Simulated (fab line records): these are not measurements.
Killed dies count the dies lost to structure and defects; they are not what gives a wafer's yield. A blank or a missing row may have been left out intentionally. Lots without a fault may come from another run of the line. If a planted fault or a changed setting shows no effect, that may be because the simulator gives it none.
fab line records	flow sky130
record lots=13	wafers=39	last-day=49
route steps=708 shown METAL1@452 PAD_OPEN@708
lots untouched by any fault: they come from a run of this same line in which no faults occurred
start-h: hours from the record's opening day to when the first of the lot's shown wafers began	wait-h: hours since the lot's step before	" identical to the entry in the row above	L1.1+2: several wafers, shown together as one row	- no value, or no start was given	* or withheld: withheld	< > ~ a bound
route shown NAME@n: a module of which the file shows steps, and the number in the route of the first	usual: mean/standard deviation taken from wafers without a fault	same: alike in all rows	chamber/n: place in a boat	sites: readings site by site	_std_site: the values' standard deviation	_edge_site: inner sites' mean taken away from outer sites' mean	radius-mm: how far each site lies from the wafer's centre	mask NAME#n: copy n	behind: the tool/chamber that last shaped the wafer	hold: why the lot went on hold/how many hours it stayed there/how the hold came to an end	device: names the non-switching transistor (n, p or np)	end of line: tests of these same wafers at the route's end	step lacking rows: just its recipe	killed: at the first sort, the dies lost to defects and structure; wafer yield is something else	map: per-die view of a wafer (x killed, . not killed, _ where there is no die)
set.NAME: the setting the step ran with; set.NAME@STEP: the setting that earlier step ran with	model.NAME: the simulator's own value behind a step, which no gauge read
route steps across a sampled set of lots; one table per step, one row per wafer
services: the hour from which a tool's chamber was out of use, counted from the record's first day as start-h (under 0 if before that day), plus the number of hours and why
## steps
# step SKY_METAL1_ETCH_18
# recipe chemistry=N2/H2	target=BARC	ion-energy-ev=200	bias-w=100	pressure-mtorr=30	n2-flow-sccm=100	h2-flow-sccm=200	icp-w=500	stop-on=SiO2	time-s=45.9	target-depth-a=600
# usual drypump-motor-current-A=5.74/0.3	oes-product-au=0.855/0.0043	run-length-s=73.9/0.34	throttle-valve-pct=13.225/0.0094
lot.wafer	tool	chamber	start-h	wait-h	drypump-motor-current-A	oes-product-au	rf-hours-counter-h	run-length-s	throttle-valve-pct
L286.1	rie-metal-01	0	765.52	0.0	5.37	0.852	11	73.4	13.209
L286.3	"	0	"	"	5.37	0.857	-	73.4	13.242
L286.6	"	1	"	"	5.61	0.845	-	74.0	13.216
L288.1	rie-metal-02	0	783.08	0.0	6.01	0.848	6	73.8	13.248
L288.2	"	1	"	"	6.28	0.854	5	74.3	13.246
L288.3	"	1	"	"	6.27	0.855	-	74.3	13.234
L290.3	rie-metal-01	0	792.90	0.0	5.40	0.855	-	73.4	13.223
L290.4	"	1	"	"	5.61	0.853	-	73.9	13.223
L290.6	"	1	"	"	5.61	0.850	-	74.1	13.225
L291.1	rie-metal-02	1	801.23	0.0	6.31	0.854	6	74.0	13.242
L291.2	"	0	"	"	6.02	0.853	7	74.3	13.230
L291.4	"	1	"	"	6.30	0.859	-	74.2	13.225
L292.3	rie-metal-04	0	805.49	0.0	5.59	0.854	-	73.6	13.223
L292.4	"	1	"	"	5.71	0.864	-	74.3	13.237
L292.5	"	1	"	"	5.73	0.856	-	73.9	13.224
L293.3	rie-metal-01	0	833.59	0.0	5.38	0.859	-	73.6	13.227
L293.5	"	0	"	"	5.36	0.857	-	73.7	13.213
L293.6	"	1	"	"	5.59	0.854	-	74.6	13.237
L295.3	rie-metal-02	1	838.94	0.0	6.30	0.858	-	73.9	13.236
L295.4	"	0	"	"	6.02	0.853	-	73.9	13.233
L295.6	"	1	"	"	6.29	0.861	-	74.0	13.207
L297.3	rie-metal-01	0	844.65	0.0	5.38	0.855	-	73.7	13.231
L297.4	"	1	"	"	5.58	0.850	-	74.1	13.220
L297.5	"	0	"	"	5.36	0.857	-	73.6	13.217
L296.3	rie-metal-04	0	849.50	0.0	5.57	0.842	-	73.9	13.240
L296.5	"	1	"	"	5.75	0.856	-	74.1	13.233
L296.6	"	0	"	"	5.54	0.852	-	73.4	13.218
L299.3	rie-metal-02	1	860.74	0.0	6.31	0.856	-	74.0	13.222
L299.5	"	1	"	"	6.30	0.860	-	74.5	13.234
L299.6	"	0	"	"	6.03	0.864	-	74.2	13.238
L302.1	rie-metal-02	1	890.47	0.0	6.30	0.666	9	106.6	13.195
L302.4	"	1	"	"	6.30	0.652	-	106.8	13.200
L302.6	"	0	"	"	6.00	0.852	-	74.3	13.222
L303.1	rie-metal-01	0	891.18	0.0	5.38	0.858	16	73.3	13.233
L303.5	"	1	"	"	5.58	0.861	-	73.9	13.218
L303.6	"	0	"	"	5.36	0.856	-	73.7	13.242
L304.4	rie-metal-02	1	894.75	0.0	6.31	0.659	-	106.8	13.210
L304.5	"	1	"	"	6.32	0.656	-	106.3	13.202
L304.6	"	0	"	"	6.01	0.860	-	73.9	13.218
# step SKY_METAL1_STRIP_20
# recipe chemistry=O2/N2	power-w=1400	pressure-mtorr=1500	platen-temp-c=withheld	o2-flow-sccm=3000	n2-flow-sccm=300	overash-fraction=0.5
# usual drypump-motor-current-A=5.8/0.33	oes-product-au=0.343/0.0049	strip-time-to-endpoint-s=2.71/0.033
lot.wafer	tool	chamber	start-h	wait-h	drypump-motor-current-A	oes-product-au	rf-hours-counter-h	strip-time-to-endpoint-s
L286.1	plasma-asher-02	1	765.67	0.1	5.8	0.345	33	2.73
L286.3	"	0	"	"	5.6	0.345	-	2.71
L286.6	"	1	"	"	5.9	0.349	-	2.73
L288.1	plasma-asher-03	1	783.23	0.1	6.3	0.340	96	2.69
L288.2	"	0	"	"	5.2	0.344	96	2.70
L288.3	"	1	"	"	6.3	0.347	-	2.70
L290.3	plasma-asher-01	1	793.06	0.1	6.1	0.343	-	2.67
L290.4	"	0	"	"	5.5	0.346	-	2.68
L290.6	"	1	"	"	6.0	0.353	-	2.69
L291.1	plasma-asher-01	0	801.38	0.1	5.5	0.337	70	2.73
L291.2	"	1	"	"	6.1	0.346	70	2.76
L291.4	"	0	"	"	5.5	0.339	-	2.73
L292.3	plasma-asher-01	1	805.65	0.1	6.1	0.345	-	2.73
L292.4	"	0	"	"	5.5	0.346	-	2.78
L292.5	"	1	"	"	6.1	0.347	-	2.76
L293.3	plasma-asher-01	1	833.75	0.1	6.1	0.340	-	2.66
L293.5	"	0	"	"	5.5	0.337	-	2.65
L293.6	"	1	"	"	6.1	0.349	-	2.70
L295.3	plasma-asher-02	0	839.10	0.1	5.6	0.341	-	2.73
L295.4	"	1	"	"	5.8	0.340	-	2.71
L295.6	"	0	"	"	5.6	0.355	-	2.73
L297.3	plasma-asher-02	1	844.81	0.1	5.8	0.343	-	2.64
L297.4	"	0	"	"	5.6	0.338	-	2.70
L297.5	"	1	"	"	5.9	0.338	-	2.68
L296.3	plasma-asher-02	1	849.66	0.1	5.9	0.344	-	2.72
L296.5	"	1	"	"	5.8	0.349	-	2.74
L296.6	"	0	"	"	5.6	0.351	-	2.66
L299.3	plasma-asher-01	1	860.91	0.1	6.1	0.340	-	2.76
L299.5	"	1	"	"	6.1	0.343	-	2.74
L299.6	"	0	"	"	5.5	0.346	-	2.72
L302.1	plasma-asher-03	1	890.63	0.1	6.3	0.331	106	2.41
L302.4	"	0	"	"	5.2	0.327	-	2.40
L302.6	"	0	"	"	5.2	0.334	-	2.70
L303.1	plasma-asher-03	1	891.33	0.1	6.3	0.339	106	2.66
L303.5	"	1	"	"	6.3	0.344	-	2.69
L303.6	"	0	"	"	5.2	0.342	-	2.68
L304.4	plasma-asher-01	0	894.91	0.1	5.5	0.330	-	2.40
L304.5	"	1	"	"	6.1	0.331	-	2.40
L304.6	"	0	"	"	5.5	0.345	-	2.70
# step SKY_PAD_OPEN_PROBE_99
# usual defect-limited-yield=82.6/1.9	killed_at_M0_to_M3=43/7.7	killed_at_M4_up=2.9/1.7	killed-at-contacts=24/5.5	killed-at-front-end=15/4	killed-at-other=0.4/0.66	killed-dies=86/9.4	killed-open=47/6.7	killed-short=38/6.2	sort_bin_3_pad_short=0.8/0.42	sort_bin_5_function=10.3/1.5	sort_bin_6_memory=6.4/1.1	sort-n-pass=406/9.4	sort-yield-pct=82.6/1.9
# same gross-dies=492	killed-at-back-side=0	sort_bin_4_leakage[%]=0	sort_bin_8_speed[%]=0
lot.wafer	tool	chamber	start-h	wait-h	defect-limited-yield[%]	killed_at_M0_to_M3	killed_at_M4_up	killed-at-contacts	killed-at-front-end	killed-at-other	killed-dies	killed-open	killed-short	sort_bin_3_pad_short[%]	sort_bin_5_function[%]	sort_bin_6_memory[%]	sort-n-pass	sort-yield-pct[%]
L292.3	prober-02	-	1108.06	0.2	83.3	45	5	19	12	1	82	47	35	0.6	9.8	6.3	410	83.3
L292.4	prober-02	-	1108.11	0.2	83.9	35	3	23	17	1	79	52	27	0.4	9.1	6.5	413	83.9
L292.5	prober-02	-	1108.16	0.2	78.7	58	3	30	14	0	105	60	45	1.6	13.6	6.1	387	78.7
L293.3	prober-01	-	1130.55	0.2	81.9	38	2	33	14	2	89	49	38	0.8	10.4	6.9	403	81.9
L293.5	prober-01	-	1130.65	0.2	82.3	45	2	25	14	1	87	38	44	0.6	11.0	6.1	405	82.3
L293.6	prober-01	-	1130.70	0.2	83.7	42	2	19	15	2	80	41	37	1.0	8.9	6.3	412	83.7
L295.3	prober-01	-	1133.32	0.2	81.1	47	2	28	16	0	93	54	39	0.8	12.0	6.1	399	81.1
L295.4	prober-01	-	1133.37	0.2	80.9	43	2	28	21	0	94	56	38	2.4	10.2	6.5	398	80.9
L295.6	prober-01	-	1133.47	0.2	82.9	49	0	21	14	0	84	49	35	1.2	8.9	6.9	408	82.9
L296.3	prober-01	-	1138.75	0.2	83.5	41	5	26	9	0	81	51	29	0.8	9.8	5.9	411	83.5
L296.5	prober-01	-	1138.85	0.2	81.9	51	2	20	16	0	89	53	36	1.0	10.6	6.5	403	81.9
L296.6	prober-01	-	1138.90	0.2	80.1	57	4	23	14	0	98	51	47	1.2	12.0	6.7	394	80.1
L299.3	prober-01	-	1150.52	0.2	83.1	42	3	27	11	0	83	44	39	1.2	9.1	6.5	409	83.1
L299.5	prober-01	-	1150.62	0.2	82.7	46	1	23	13	2	85	54	31	1.0	9.6	6.7	407	82.7
L299.6	prober-01	-	1150.67	0.2	80.7	56	8	21	9	1	95	48	47	1.0	11.6	6.7	397	80.7
L302.1	prober-02	-	1169.61	0.1	82.5	36	3	32	15	0	86	51	34	1.4	9.1	6.9	406	82.5
L302.4	prober-02	-	1169.76	0.2	83.3	42	5	18	17	0	82	45	36	1.4	8.1	7.1	410	83.3
L302.6	prober-02	-	1169.86	0.2	79.7	44	2	34	20	0	100	67	33	1.2	10.6	8.5	392	79.7
L304.4	prober-02	-	1172.60	0.2	82.7	40	3	27	14	1	85	41	43	0.6	8.9	7.7	407	82.7
L304.5	prober-02	-	1172.65	0.2	83.7	48	2	23	6	1	80	53	26	0.8	9.3	6.1	412	83.7
L304.6	prober-02	-	1172.70	0.2	81.1	47	1	31	13	1	93	52	41	0.8	11.4	6.7	399	81.1
# killed by level:class
L292.3 VIA1:geometric-particle:short=13 VIA1:geometric-particle:open=11 LI_CONTACT:geometric-particle:open=10 SPACER:geometric-particle:open=4 CONTACT:geometric-particle:open=4 METAL1:geometric-particle:open=4 VIA2:geometric-particle:open=4 METAL4:geometric-particle:short=4
L292.4 VIA1:geometric-particle:open=12 LI_CONTACT:geometric-particle:open=9 CONTACT:geometric-particle:open=8 VIA1:geometric-particle:short=7 FIELD_ISO:geometric-particle:open=6 VIA2:geometric-particle:open=5 POLY_GATE:geometric-particle:short=3 VIA3:geometric-particle:open=3
L292.5 VIA1:geometric-particle:open=17 VIA3:geometric-particle:open=9 LI_CONTACT:geometric-particle:open=8 CONTACT:geometric-particle:open=8 METAL3:geometric-particle:short=6 CONTACT:geometric-particle:short=6 METAL2:geometric-particle:short=6 VIA1:geometric-particle:short=6
L293.3 CONTACT:geometric-particle:open=13 CONTACT:geometric-particle:short=9 VIA3:geometric-particle:open=9 METAL2:geometric-particle:short=7 LI_CONTACT:geometric-particle:open=6 VIA2:geometric-particle:open=6 METAL1:geometric-particle:short=5 VIA1:geometric-particle:open=4
L293.5 CONTACT:geometric-particle:open=8 VIA1:geometric-particle:open=8 VIA3:geometric-particle:open=7 METAL2:geometric-particle:short=6 CONTACT:geometric-particle:short=5 METAL1:geometric-particle:short=5 VIA1:geometric-particle:short=5 FIELD_ISO:geometric-particle:open=4
L293.6 CONTACT:geometric-particle:open=9 VIA1:geometric-particle:open=8 VIA1:geometric-particle:short=6 METAL2:geometric-particle:short=6 FIELD_ISO:geometric-particle:short=5 VIA2:geometric-particle:open=5 VIA3:geometric-particle:open=5 VIA3:geometric-particle:short=4
L295.3 VIA1:geometric-particle:open=17 CONTACT:geometric-particle:open=16 POLY_GATE:geometric-particle:open=6 VIA1:geometric-particle:short=6 METAL3:geometric-particle:short=6 CONTACT:geometric-particle:short=5 FIELD_ISO:geometric-particle:open=4 LI_CONTACT:geometric-particle:open=4
L295.4 VIA1:geometric-particle:open=15 CONTACT:geometric-particle:open=13 CONTACT:geometric-particle:short=9 FIELD_ISO:geometric-particle:open=7 POLY_GATE:geometric-particle:short=6 METAL1:geometric-particle:short=5 VIA2:geometric-particle:open=4 POLY_GATE:geometric-particle:open=3
L295.6 VIA1:geometric-particle:open=15 CONTACT:geometric-particle:open=9 VIA2:geometric-particle:open=9 VIA3:geometric-particle:short=6 POLY_GATE:geometric-particle:short=6 VIA3:geometric-particle:open=6 LI_CONTACT:geometric-particle:open=5 POLY_GATE:geometric-particle:open=4
L296.3 VIA1:geometric-particle:open=12 LI_CONTACT:geometric-particle:open=10 VIA3:geometric-particle:open=9 VIA2:geometric-particle:open=7 CONTACT:geometric-particle:open=6 METAL2:geometric-particle:short=5 LI_CONTACT:geometric-particle:short=4 METAL1:geometric-particle:short=3
L296.5 VIA1:geometric-particle:open=11 VIA3:geometric-particle:open=11 LI_CONTACT:geometric-particle:open=8 CONTACT:geometric-particle:open=7 VIA1:geometric-particle:short=5 VIA3:geometric-particle:short=5 FIELD_ISO:geometric-particle:short=4 METAL1:geometric-particle:short=4
L296.6 VIA3:geometric-particle:open=12 CONTACT:geometric-particle:open=10 VIA1:geometric-particle:open=9 VIA1:geometric-particle:short=8 VIA3:geometric-particle:short=7 VIA2:geometric-particle:open=6 FIELD_ISO:geometric-particle:open=5 CONTACT:geometric-particle:short=5
L299.3 CONTACT:geometric-particle:open=15 VIA3:geometric-particle:open=8 METAL2:geometric-particle:short=7 VIA1:geometric-particle:open=6 LI_CONTACT:geometric-particle:open=5 CONTACT:geometric-particle:short=5 FIELD_ISO:geometric-particle:short=4 METAL1:geometric-particle:short=4
L299.5 VIA3:geometric-particle:open=11 VIA1:geometric-particle:open=10 LI_CONTACT:geometric-particle:open=9 CONTACT:geometric-particle:open=8 VIA1:geometric-particle:short=8 VIA2:geometric-particle:open=7 FIELD_ISO:geometric-particle:short=3 POLY_GATE:geometric-particle:short=3
L299.6 VIA1:geometric-particle:open=11 VIA1:geometric-particle:short=9 LI_CONTACT:geometric-particle:open=8 METAL2:geometric-particle:short=7 CONTACT:geometric-particle:open=7 VIA3:geometric-particle:open=7 METAL4:geometric-particle:short=6 VIA2:geometric-particle:open=5
L302.1 CONTACT:geometric-particle:open=10 LI_CONTACT:geometric-particle:open=9 VIA1:geometric-particle:open=9 VIA2:geometric-particle:open=8 LI_CONTACT:geometric-particle:short=7 METAL2:geometric-particle:short=5 FIELD_ISO:geometric-particle:short=4 FIELD_ISO:geometric-particle:open=4
L302.4 VIA1:geometric-particle:open=10 LI_CONTACT:geometric-particle:open=6 METAL1:geometric-particle:short=5 CONTACT:geometric-particle:open=5 VIA3:geometric-particle:open=5 FIELD_ISO:geometric-particle:open=4 FIELD_ISO:geometric-particle:short=4 POLY_GATE:geometric-particle:open=4
L302.6 CONTACT:geometric-particle:open=19 VIA1:geometric-particle:open=11 FIELD_ISO:geometric-particle:open=8 VIA2:geometric-particle:open=7 VIA3:geometric-particle:open=6 FIELD_ISO:geometric-particle:short=5 LI_CONTACT:geometric-particle:open=5 CONTACT:geometric-particle:short=5
L304.4 CONTACT:geometric-particle:open=9 VIA1:geometric-particle:short=8 VIA1:geometric-particle:open=6 LI_CONTACT:geometric-particle:open=5 LOCAL_INTERCONNECT:geometric-particle:short=5 VIA3:geometric-particle:open=5 VIA2:geometric-particle:open=5 FIELD_ISO:geometric-particle:short=4
L304.5 VIA1:geometric-particle:open=17 CONTACT:geometric-particle:open=12 VIA3:geometric-particle:open=8 FIELD_ISO:geometric-particle:short=5 LI_CONTACT:geometric-particle:open=4 VIA1:geometric-particle:short=4 VIA2:geometric-particle:open=4 LOCAL_INTERCONNECT:geometric-particle:short=3
L304.6 VIA1:geometric-particle:open=13 CONTACT:geometric-particle:open=9 LI_CONTACT:geometric-particle:open=9 VIA1:geometric-particle:short=7 FIELD_ISO:geometric-particle:open=6 LOCAL_INTERCONNECT:geometric-particle:short=6 METAL1:geometric-particle:short=6 VIA3:geometric-particle:open=5
## services
tool	chamber	start-h	hours	kind
rie-metal-01	-	746.08	1.4	repair
rie-metal-02	-	781.38	0.8	repair
plasma-asher-03	-	806.16	5.3	repair
plasma-asher-01	-	806.53	1.7	repair
plasma-asher-01	-	829.82	1.7	repair
plasma-asher-01	-	853.71	1.0	repair
rie-metal-01	-	865.29	0.3	repair
plasma-asher-03	-	867.08	1.1	repair
rie-metal-04	0	870.76	-	clean
rie-metal-04	0	870.76	23.1	scheduled-down
rie-metal-04	0	870.76	23.1	vent-cycle
rie-metal-04	-	877.82	1.9	repair
rie-metal-04	-	879.28	1.8	repair
plasma-asher-02	-	883.94	7.5	repair
rie-metal-01	-	891.33	2.8	pm
## key
first-sign step=SKY_METAL1_ETCH_18	reading=run-length-s	direction=up	sigmas=96	usual=*	struck=*
effect step=SKY_METAL1_ETCH_18	reading=oes-product-au	direction=down	sigmas=45	usual=0.855	struck=0.658
effect step=SKY_METAL1_STRIP_20	reading=strip-time-to-endpoint-s	direction=down	sigmas=9.3	usual=*	struck=*
met-at SKY_METAL1_ETCH_18
struck-lots L302,L304
struck-wafers L302.1,L302.4,L304.4,L304.5
onset-between 860.74 890.47
fault kind=process-parameter-drift	tool=rie-metal-02	chamber=1	onset-h=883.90	steps=SKY_METAL1_ETCH_18	channel=time-s	offset=*	shape=step	end-h=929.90	acts-in=*	stated=*
